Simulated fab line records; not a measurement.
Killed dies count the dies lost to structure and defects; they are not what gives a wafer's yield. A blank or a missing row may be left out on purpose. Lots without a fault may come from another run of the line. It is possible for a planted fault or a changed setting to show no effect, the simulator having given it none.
A struck lot beside a sound one    flow sky130    20 out of 708 route steps
Sound: wafers L716.1, L716.3, L716.6. Wafers L725.1, L725.4, L725.6 were the ones struck. The cause is given at the end.
Each step with rows lists, per side, the tool, then ch with its chambers, then its first start. Under that, the readings that differ: sound wafers    struck wafers    difference of the means    sigmas: that difference in standard deviations of wafers without a fault.
alike: readings whose means differ by less than 2 such deviations, and words and numbers that are the same on both sides. not compared: withheld readings, readings that some wafer has no value for, bounds like >300 that may hide the same value, and numbers for which the record gives no deviation and whose values overlap.
Wherever a step has rows on one side only, a row that says differs or no value, or a row with sigmas, the two part there. When numbers do not overlap yet have no deviation, they are printed without sigmas and do not part them. A reading that every wafer of one side lacks parts them only if that side has two wafers or more.

first, 4 steps without rows for these wafers: SKY_LDD_HVN_SOFTBAKE_03 (time 60 s); SKY_LDD_HVN_EXPOSE_04 (exposes mask HVNTM, target cd 700 nm); SKY_LDD_HVN_PEB_05; SKY_LDD_HVN_DEVELOP_06 (develop time 60 s).
SKY_LDD_HVN_OVL_MEAS_07:
  sound on overlay-01 at day 23 22:36; struck on overlay-01 at day 26 13:54
reading           sound           struck       difference  sigmas
LDD_HVN_OVL (nm)  -0.8 -2.5 -3.3  1.6 2.9 1.0  +4.0        +3
then, 1 step without rows for these wafers: SKY_LDD_HVN_IMPLANT_08.
SKY_LDD_HVN_STRIP_09: strips in O2/N2.
  sound on plasmaAsher-03 ch 1, day 23 22:47; struck on plasmaAsher-03 ch 0,1, day 26 14:05
reading                   sound              struck             difference  sigmas
stripTimeToEndpointS (s)  4.159 4.150 4.169  4.104 4.106 4.120  -0.049      -4
  alike: drypumpMotorCurrentA, oesProductAu
  not compared: rfHoursCounterH
SKY_LDD_HVN_TW_MEAS_10:
  sound on filmMetro-01 at day 23 22:53; struck on filmMetro-04 at day 26 14:11
  alike: LDD_HVN_TW
then, 4 steps without rows for these wafers: SKY_LDD_HVP_DEHYDRATE_00 (time 60 s); SKY_LDD_HVP_HMDS_01 (prime time 60 s); SKY_LDD_HVP_COAT_02 (resist thk 300 nm); SKY_LDD_HVP_SOFTBAKE_03 (time 60 s).
SKY_LDD_HVP_EXPOSE_04: exposes mask HVPTM, target cd 700 nm.
  sound on ilineStepper-02 ch 0, day 24 14:13; struck on ilineStepper-02 ch 0, day 27 05:07
reading  sound                    struck                   difference  sigmas
mask     HVPTM#0 HVPTM#0 HVPTM#0  HVNTM#0 HVNTM#0 HVNTM#0  differs     
  alike: stageVelMmS
then, 2 steps without rows for these wafers: SKY_LDD_HVP_PEB_05; SKY_LDD_HVP_DEVELOP_06 (develop time 60 s).
SKY_LDD_HVP_OVL_MEAS_07:
  sound on overlay-02 at day 25 04:47; struck on overlay-02 at day 27 19:32
reading           sound           struck  difference                     sigmas
LDD_HVP_OVL (nm)  -0.5 -0.8 -0.4  - - -   no value on the struck wafers  
then, 1 step without rows for these wafers: SKY_LDD_HVP_IMPLANT_08.
SKY_LDD_HVP_STRIP_09: strips in O2/N2.
  sound on plasmaAsher-04 ch 1, day 25 04:58; struck on plasmaAsher-02 ch 0,1, day 27 19:43
reading                   sound        struck       difference  sigmas
drypumpMotorCurrentA (A)  5.9 5.9 5.9  5.1 5.0 4.9  -0.9        -2
  alike: oesProductAu, stripTimeToEndpointS
  not compared: rfHoursCounterH
SKY_LDD_HVP_TW_MEAS_10:
  sound on filmMetro-01 at day 25 05:04; struck on filmMetro-04 at day 27 19:49
reading     sound        struck    difference  sigmas
LDD_HVP_TW  457 458 456  29 29 29  -428        -79
then, 1 step without rows for these wafers: SKY_LDD_LDN_DEHYDRATE_00 (time 60 s).

== WHERE THEY PART ==
Last at SKY_LDD_HVP_TW_MEAS_10 as far as this record goes, first at SKY_LDD_HVN_OVL_MEAS_07.

WHY: whatever the simulator had introduced
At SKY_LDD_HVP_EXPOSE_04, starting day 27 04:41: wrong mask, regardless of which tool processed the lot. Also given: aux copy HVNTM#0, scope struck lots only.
